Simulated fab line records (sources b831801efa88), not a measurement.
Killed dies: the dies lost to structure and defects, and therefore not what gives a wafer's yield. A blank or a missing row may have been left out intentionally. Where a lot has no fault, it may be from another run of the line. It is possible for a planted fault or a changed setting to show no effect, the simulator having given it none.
Which of the tools did it? || flow sky130 || 15 lots with 44 wafers sampled at 2 steps, on a route of 708 steps

WHAT THE GAUGES SHOWED, per wafer
SKY_CONTACT_THK_MEAS_03. Usual: CONTACT_HDPCVD_THK 566 nm, standard deviation 4.8.
{"lot": "L130", "measured": "day 30 11:11", "on": "film metro-04", "CONTACT_HDPCVD_THK (nm)": "567 566 569", "flag": ""}
{"lot": "L131", "measured": "day 30 17:55", "on": "film metro-01", "CONTACT_HDPCVD_THK (nm)": "561 567 570", "flag": ""}
{"lot": "L132", "measured": "day 31 08:14", "on": "film metro-02", "CONTACT_HDPCVD_THK (nm)": "568 563 561", "flag": ""}
{"lot": "L134", "measured": "day 31 20:53", "on": "film metro-01", "CONTACT_HDPCVD_THK (nm)": "567 563 568", "flag": ""}
{"lot": "L136", "measured": "day 32 10:37", "on": "film metro-04", "CONTACT_HDPCVD_THK (nm)": "570 572 568", "flag": ""}
{"lot": "L135", "measured": "day 32 11:29", "on": "film metro-02", "CONTACT_HDPCVD_THK (nm)": "565 563 565", "flag": ""}
{"lot": "L137", "measured": "day 32 21:53", "on": "film metro-04", "CONTACT_HDPCVD_THK (nm)": "562 564 569", "flag": ""}
{"lot": "L139", "measured": "day 33 17:26", "on": "film metro-02", "CONTACT_HDPCVD_THK (nm)": "562 567 561", "flag": ""}
{"lot": "L142", "measured": "day 34 08:38", "on": "film metro-04", "CONTACT_HDPCVD_THK (nm)": "561 556 558", "flag": ""}
{"lot": "L143", "measured": "day 34 10:50", "on": "film metro-01", "CONTACT_HDPCVD_THK (nm)": "570 565 568", "flag": ""}
{"lot": "L144", "measured": "day 35 03:49", "on": "film metro-01", "CONTACT_HDPCVD_THK (nm)": "564 557 564", "flag": ""}
{"lot": "L145", "measured": "day 35 21:49", "on": "film metro-01", "CONTACT_HDPCVD_THK (nm)": "561 567 577", "flag": ""}
{"lot": "L146", "measured": "day 36 03:27", "on": "film metro-04", "CONTACT_HDPCVD_THK (nm)": "466 564 466 564", "flag": "OFF"}
{"lot": "L147", "measured": "day 36 06:44", "on": "film metro-01", "CONTACT_HDPCVD_THK (nm)": "470 462 562 469 462 562", "flag": "OFF"}
{"lot": "L148", "measured": "day 36 11:20", "on": "film metro-02", "CONTACT_HDPCVD_THK (nm)": "568 465 567 568 465 566", "flag": "OFF"}

TOOL THAT RAN EACH LOT (tool first, then ch and the chambers of the sampled wafers, then the start)
{"lot": "L130", "SKY_CONTACT_HDPCVD_02": "hdpcvd-02 ch 0,1, day 30 11:08"}
{"lot": "L131", "SKY_CONTACT_HDPCVD_02": "hdpcvd-01 ch 0,2, day 30 17:50"}
{"lot": "L132", "SKY_CONTACT_HDPCVD_02": "hdpcvd-01 ch 1,2, day 31 08:10"}
{"lot": "L134", "SKY_CONTACT_HDPCVD_02": "hdpcvd-02 ch 0,1,2, day 31 20:49"}
{"lot": "L136", "SKY_CONTACT_HDPCVD_02": "hdpcvd-01 ch 0,1,2, day 32 10:32"}
{"lot": "L135", "SKY_CONTACT_HDPCVD_02": "hdpcvd-02 ch 0,2, day 32 11:25"}
{"lot": "L137", "SKY_CONTACT_HDPCVD_02": "hdpcvd-02 ch 0,1,2, day 32 21:49"}
{"lot": "L139", "SKY_CONTACT_HDPCVD_02": "hdpcvd-01 ch 0,2, day 33 17:22"}
{"lot": "L142", "SKY_CONTACT_HDPCVD_02": "hdpcvd-02 ch 1,2, day 34 08:34"}
{"lot": "L143", "SKY_CONTACT_HDPCVD_02": "hdpcvd-02 ch 0,1, day 34 10:47"}
{"lot": "L144", "SKY_CONTACT_HDPCVD_02": "hdpcvd-02 ch 1,2, day 35 03:44"}
{"lot": "L145", "SKY_CONTACT_HDPCVD_02": "hdpcvd-01 ch 0,1,2, day 35 21:45"}
{"lot": "L146", "SKY_CONTACT_HDPCVD_02": "hdpcvd-02 ch 0,1, day 36 03:23"}
{"lot": "L147", "SKY_CONTACT_HDPCVD_02": "hdpcvd-02 ch 1,2, day 36 06:40"}
{"lot": "L148", "SKY_CONTACT_HDPCVD_02": "hdpcvd-02 ch 0,2, day 36 11:16"}
- SKY_CONTACT_HDPCVD_02: deposits SiO2, target thk 565 nm, time 94.2 s.

AS READ BY THE TOOLS THEMSELVES (means over the sampled wafers that have a number; for cases with no such wafer, the mark the record gives instead)
SKY_CONTACT_HDPCVD_02. Usual: run length s reads 122.0 s (standard deviation 0.77).
{"lot": "L130", "tool": "hdpcvd-02", "run length s (s)": 121.6, "flag": ""}
{"lot": "L131", "tool": "hdpcvd-01", "run length s (s)": 121.8, "flag": ""}
{"lot": "L132", "tool": "hdpcvd-01", "run length s (s)": 121.2, "flag": ""}
{"lot": "L134", "tool": "hdpcvd-02", "run length s (s)": 122.0, "flag": ""}
{"lot": "L136", "tool": "hdpcvd-01", "run length s (s)": 121.9, "flag": ""}
{"lot": "L135", "tool": "hdpcvd-02", "run length s (s)": 122.2, "flag": ""}
{"lot": "L137", "tool": "hdpcvd-02", "run length s (s)": 122.0, "flag": ""}
{"lot": "L139", "tool": "hdpcvd-01", "run length s (s)": 121.3, "flag": ""}
{"lot": "L142", "tool": "hdpcvd-02", "run length s (s)": 123.1, "flag": ""}
{"lot": "L143", "tool": "hdpcvd-02", "run length s (s)": 121.6, "flag": ""}
{"lot": "L144", "tool": "hdpcvd-02", "run length s (s)": 122.2, "flag": ""}
{"lot": "L145", "tool": "hdpcvd-01", "run length s (s)": 121.5, "flag": ""}
{"lot": "L146", "tool": "hdpcvd-02", "run length s (s)": 113.3, "flag": "OFF"}
{"lot": "L147", "tool": "hdpcvd-02", "run length s (s)": 111.7, "flag": "OFF"}
{"lot": "L148", "tool": "hdpcvd-02", "run length s (s)": 117.1, "flag": "OFF"}

THE ANSWER, worked out from the rows above alone
Rule: a lot counts as off when the mean over its wafers that have a number is more than 3 standard deviations away from the usual mean. Also off: a lot with no number at a reading for which 4 or more lots have one. Any other lot the step has rows for is counted as sound. First the gauges in route order, then the tools' own readings, where a lot's mean is used as printed above. The first step at which some lot is off is used, and at that step the reading that is off furthest; a lot without a number counts as furthest.
Off: at SKY_CONTACT_THK_MEAS_03 (CONTACT_HDPCVD_THK), L146, L147, L148.
A tool fits if, at a process step before that reading, it ran every lot that is off, and no sound lot after the first of them. Not tried: the gauges at SKY_CONTACT_THK_MEAS_03; whatever is off there is also off at SKY_CONTACT_HDPCVD_02, on other tools, and gauge error can't account for it. One fits: hdpcvd-02 at SKY_CONTACT_HDPCVD_02. A fault onset in the window from L144 (day 35 03:44, its last sound lot) to L146 (day 36 03:23, its first lot off) fits.
On the lots that are off, the tool's own readings at SKY_CONTACT_HDPCVD_02 differ by more than 5 times the standard deviation of the sound lots' means, which bears it out; run length s reads 114.0 s there versus 121.9 s on the sound lots.

WHAT WAS PUT IN BY THE SIMULATOR
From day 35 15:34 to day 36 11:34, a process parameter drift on hdpcvd-02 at SKY_CONTACT_HDPCVD_02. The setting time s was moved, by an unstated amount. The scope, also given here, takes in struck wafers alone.
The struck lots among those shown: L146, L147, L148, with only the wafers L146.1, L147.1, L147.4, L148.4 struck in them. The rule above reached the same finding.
